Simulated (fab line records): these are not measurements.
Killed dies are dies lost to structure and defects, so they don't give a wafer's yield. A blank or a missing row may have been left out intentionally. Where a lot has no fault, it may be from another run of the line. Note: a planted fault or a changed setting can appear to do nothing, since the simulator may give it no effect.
Split-lot trial / flow sfq line / 4 lots, 12 wafers read, on a route of 325 steps

## THE SPLIT
At SFQ_TRILAYER_M4_LITHO_COAT_098 (resist thk 62 nm), the setting spin rpm was moved away from the recipe's 3000 rpm on 4 of the 12 wafers read, by -7.5% to +4.5%. This setting was run at the recipe's value on the other wafers.

## FROM THE SPLIT TO THE READING: what the file shows between them, 3 steps
- SFQ_TRILAYER_M4_LITHO_EXPOSE_094: exposes mask M4, target cd 500 nm (also split here: dose mj)
- SFQ_TRILAYER_M4_LITHO_PEB_096: peb time 60 s
- SFQ_TRILAYER_M4_LITHO_DEVELOP_095: time 60 s

## THE READING
etch.depth nm (the simulator's own value, which no gauge read), in nm, at SFQ_TRILAYER_M4_BARC_OPEN_METAL_ETCH_123 (etches BARC in O2, target depth 125 nm, time 41.7 s). No usual value for it is given in the file. Here, 8 wafers ran the recipe; their average is 61.93 nm with a standard deviation of 0.074 nm.

wafer=L074.1; tool, chamber at the split=litho track-01, 0; spin rpm as run, rpm=2776; against the recipe=-7.5%; etch.depth nm, nm=64.51; against lot-mates on the recipe=+2.58
wafer=L074.2; tool, chamber at the split=litho track-01, 0; spin rpm as run, rpm=3000; against the recipe=recipe; etch.depth nm, nm=62.05; against lot-mates on the recipe=-
wafer=L074.3; tool, chamber at the split=litho track-01, 0; spin rpm as run, rpm=3000; against the recipe=recipe; etch.depth nm, nm=61.81; against lot-mates on the recipe=-
wafer=L074.5; tool, chamber at the split=litho track-01, 0; spin rpm as run, rpm=2776; against the recipe=-7.5%; etch.depth nm, nm=64.48; against lot-mates on the recipe=+2.55
wafer=L074.6; tool, chamber at the split=litho track-01, 0; spin rpm as run, rpm=2776; against the recipe=-7.5%; etch.depth nm, nm=64.62; against lot-mates on the recipe=+2.69
wafer=L077.4; tool, chamber at the split=litho track-04, 0; spin rpm as run, rpm=3000; against the recipe=recipe; etch.depth nm, nm=61.99; against lot-mates on the recipe=-
wafer=L081.1; tool, chamber at the split=litho track-04, 0; spin rpm as run, rpm=3000; against the recipe=recipe; etch.depth nm, nm=61.99; against lot-mates on the recipe=-
wafer=L081.2; tool, chamber at the split=litho track-04, 0; spin rpm as run, rpm=3000; against the recipe=recipe; etch.depth nm, nm=61.92; against lot-mates on the recipe=-
wafer=L081.4; tool, chamber at the split=litho track-04, 0; spin rpm as run, rpm=3134; against the recipe=+4.5%; etch.depth nm, nm=60.56; against lot-mates on the recipe=-1.39
wafer=L082.2; tool, chamber at the split=litho track-04, 0; spin rpm as run, rpm=3000; against the recipe=recipe; etch.depth nm, nm=61.84; against lot-mates on the recipe=-
wafer=L082.3; tool, chamber at the split=litho track-04, 0; spin rpm as run, rpm=3000; against the recipe=recipe; etch.depth nm, nm=61.92; against lot-mates on the recipe=-
wafer=L082.4; tool, chamber at the split=litho track-04, 0; spin rpm as run, rpm=3000; against the recipe=recipe; etch.depth nm, nm=61.92; against lot-mates on the recipe=-

FIT RESULTS
A straight line over all 12 wafers: etch.depth nm changes by -0.342 nm for each +1% of spin rpm; r = -1.00; the points scatter about the line by 0.09 nm.
The same after taking each lot's own level away (the mean of its wafers on the recipe; 12 wafers): -0.343 nm for each +1%; r = -1.00; scatter 0.081 nm.
Per that fit: largest spin rpm move, reading shift of 2.6 nm.
The lots' own levels span 61.893 to 61.990 nm, that is 1.3 times the standard deviation above.
The two slopes are in agreement: the lot-to-lot level therefore moves the slope only a little.
Check: with one of the wafers moved furthest among these (-7.5%) left out of the fit, the line predicts +2.59 nm for it against its lot-mates. It came out at +2.58 nm against them.

## OTHER SPLITS APPLIED TO THESE WAFERS
Other splits were also applied to these wafers ahead of the reading. Each is held against what the fit with the lots' levels taken away leaves over:
other split on the same wafers=SFQ_TRILAYER_I1_VIA_BARC_OPEN_VIA_ETCH_071 source w; wafers away from the commonest value=5; r with etch.depth nm (lot level and that fit taken away)=+0.11
other split on the same wafers=SFQ_TRILAYER_M2_LITHO_COAT_062 resist thk nm; wafers away from the commonest value=3; r with etch.depth nm (lot level and that fit taken away)=-0.11
other split on the same wafers=SFQ_TRILAYER_M2_LITHO_PEB_060 peb time s; wafers away from the commonest value=2; r with etch.depth nm (lot level and that fit taken away)=+0.17
other split on the same wafers=SFQ_TRILAYER_M2_ETCH_METAL_ETCH_060 time s; wafers away from the commonest value=3; r with etch.depth nm (lot level and that fit taken away)=-0.52
other split on the same wafers=SFQ_TRILAYER_M3_LITHO_COAT_080 resist thk nm; wafers away from the commonest value=3; r with etch.depth nm (lot level and that fit taken away)=+0.38
other split on the same wafers=SFQ_TRILAYER_M3_LITHO_COAT_075 spin rpm; wafers away from the commonest value=4; r with etch.depth nm (lot level and that fit taken away)=+0.16
other split on the same wafers=SFQ_TRILAYER_M3_BARC_OPEN_METAL_ETCH_100 icp w; wafers away from the commonest value=4; r with etch.depth nm (lot level and that fit taken away)=+0.22
other split on the same wafers=SFQ_TRILAYER_I3_VIA_LITHO_COAT_085 resist thk nm; wafers away from the commonest value=5; r with etch.depth nm (lot level and that fit taken away)=-0.43
other split on the same wafers=SFQ_TRILAYER_I3_VIA_LITHO_PEB_088 peb temp c; wafers away from the commonest value=5; r with etch.depth nm (lot level and that fit taken away)=-0.26
other split on the same wafers=SFQ_TRILAYER_M4_LITHO_EXPOSE_094 dose mj; wafers away from the commonest value=3; r with etch.depth nm (lot level and that fit taken away)=-0.14

## THE WHOLE CHAIN: every reading that the file lists as answering this split, in the file's order
step=SFQ_TRILAYER_M4_LITHO_COAT_098; what it does=resist thk 62 nm; reading=BARC_of_TRILAYER_M4_LITHO_COAT_098.thk nm (the simulator's own value, which no gauge read); change (the file's fit)=-0.339 nm for each +1% of the setting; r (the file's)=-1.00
step=SFQ_TRILAYER_M4_BARC_OPEN_METAL_ETCH_123; what it does=etches BARC in O2, target depth 125 nm, time 41.7 s; reading=etch.depth nm (the simulator's own value, which no gauge read); change (the file's fit)=-0.343 nm for each +1% of the setting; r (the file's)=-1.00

## FILE'S OWN FIT
etch.depth nm changes by -0.343 nm for each +1% of spin rpm, r = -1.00.
